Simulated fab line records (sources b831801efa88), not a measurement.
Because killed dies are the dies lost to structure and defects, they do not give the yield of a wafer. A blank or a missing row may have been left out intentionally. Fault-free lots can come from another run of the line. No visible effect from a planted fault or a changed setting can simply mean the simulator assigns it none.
Comparing a struck lot with a sound one / flow sfqLine / 14 out of 325 route steps
Sound: wafers L415.2, L415.3, L415.6. Struck: wafer L423.2 (L423.1, L423.6, from the same lot, were not struck and are left out); the cause is given at the end.
Each step with rows lists, per side, the tool, then ch with its chambers, then its first start. Under that, the readings that differ: sound wafers / struck wafers / difference of the means / sigmas: that difference in standard deviations of wafers without a fault.
alike: same words and numbers on both sides, and readings whose means sit less than 2 such deviations apart. not compared: any withheld reading, any reading some wafer has no value for, any bound like >300 that may hide the same value, and any number with overlapping values for which the record gives no deviation.
The two part at a step that has a row with sigmas, a row that says differs or no value, or rows on one side only. Numbers that have no deviation but don't overlap get no sigmas and don't part them. Lack of a reading on every wafer of one side parts them only where that side has two or more wafers.

first, 6 steps without rows for these wafers: SFQ_TRILAYER_M0_LITHO_COAT_026 (resist thk 62 nm); SFQ_TRILAYER_M0_LITHO_COAT_021 (resist thk 600 nm); SFQ_TRILAYER_M0_LITHO_SOFTBAKE_025; SFQ_TRILAYER_M0_LITHO_EXPOSE_022 (exposes mask M0, target cd 500 nm); SFQ_TRILAYER_M0_LITHO_PEB_024 (peb time 60 s); SFQ_TRILAYER_M0_LITHO_DEVELOP_023 (time 60 s).
SFQ_M0_OVL_MEAS_906:
  sound on overlay-02 at day 15 13:03; struck on overlay-01 at day 18 09:49
  alike: M0_OVL
SFQ_TRILAYER_M0_BARC_OPEN_METAL_ETCH_031: etches BARC in O2, target depth 125 nm, time 41.7 s.
  sound on rieMetal-04 ch 1, day 15 13:06; struck on rieMetal-04 ch 0, day 18 10:02
  alike: drypumpMotorCurrentA, oesProductAu
  not compared: rfHoursCounterH
SFQ_TRILAYER_M0_ETCH_METAL_ETCH_024: etches Nb in Cl2/Ar, stops on SiO2, target depth 240 nm, time 120 s.
  sound on rieMetal-04 ch 1, day 15 13:14; struck on rieMetal-04 ch 0, day 18 10:09
  alike: drypumpMotorCurrentA, oesProductAu
  not compared: rfHoursCounterH
SFQ_TRILAYER_M0_STRIP_STRIP_025: strips in O2.
  sound on rieMetal-04 ch 1, day 15 13:39; struck on rieMetal-04 ch 0, day 18 10:24
  alike: drypumpMotorCurrentA, oesProductAu
  not compared: rfHoursCounterH
then, 1 step without rows for these wafers: SFQ_TRILAYER_M0_STRIP_SOLV_CLEAN_026 (cleans in NMP, time 600 s).
SFQ_TRILAYER_I0_DEP_PECVD_027: deposits SiO2 from SiH4/N2O, time 111.11 s, target thk 500 nm.
  sound on pecvd-04 ch 0,1,2, day 15 14:49; struck on pecvd-04 ch 2, day 18 11:46
reading=runLengthS (s); sound=140.2 139.6 139.3; struck=147.7; difference=+8.0; sigmas=+14
reading=model.SiO2_of_TRILAYER_I0_DEP_PECVD_027.thkNm (nm); sound=502.7 503.6 507.5; struck=537; difference=+32; sigmas=
  alike: heaterPowerW, throttleValvePct
SFQ_TRILAYER_I0_CMP_CMP_028: polishes SiO2.
  sound on cmp-01 ch 1,2,3, day 15 14:54; struck on cmp-02 ch 2, day 19 02:07
reading=timeToEndpointS (s); sound=217 219 221; struck=244; difference=+25; sigmas=+4
  alike: motorCurrentA, retainingRingPressureFrac
SFQ_I0_BOW_MEAS_907:
  sound on filmMetro-04 at day 15 17:55; struck on filmMetro-04 at day 19 04:07
  alike: I0_BOW

WHERE THEY PART
First at SFQ_TRILAYER_I0_DEP_PECVD_027; last, within this record, at SFQ_TRILAYER_I0_CMP_CMP_028. Later steps at which nothing parts them and some readings are alike: SFQ_I0_BOW_MEAS_907.

WHY: whatever the simulator had introduced
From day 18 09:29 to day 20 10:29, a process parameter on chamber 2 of pecvd-04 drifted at SFQ_TRILAYER_I0_DEP_PECVD_027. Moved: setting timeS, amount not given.
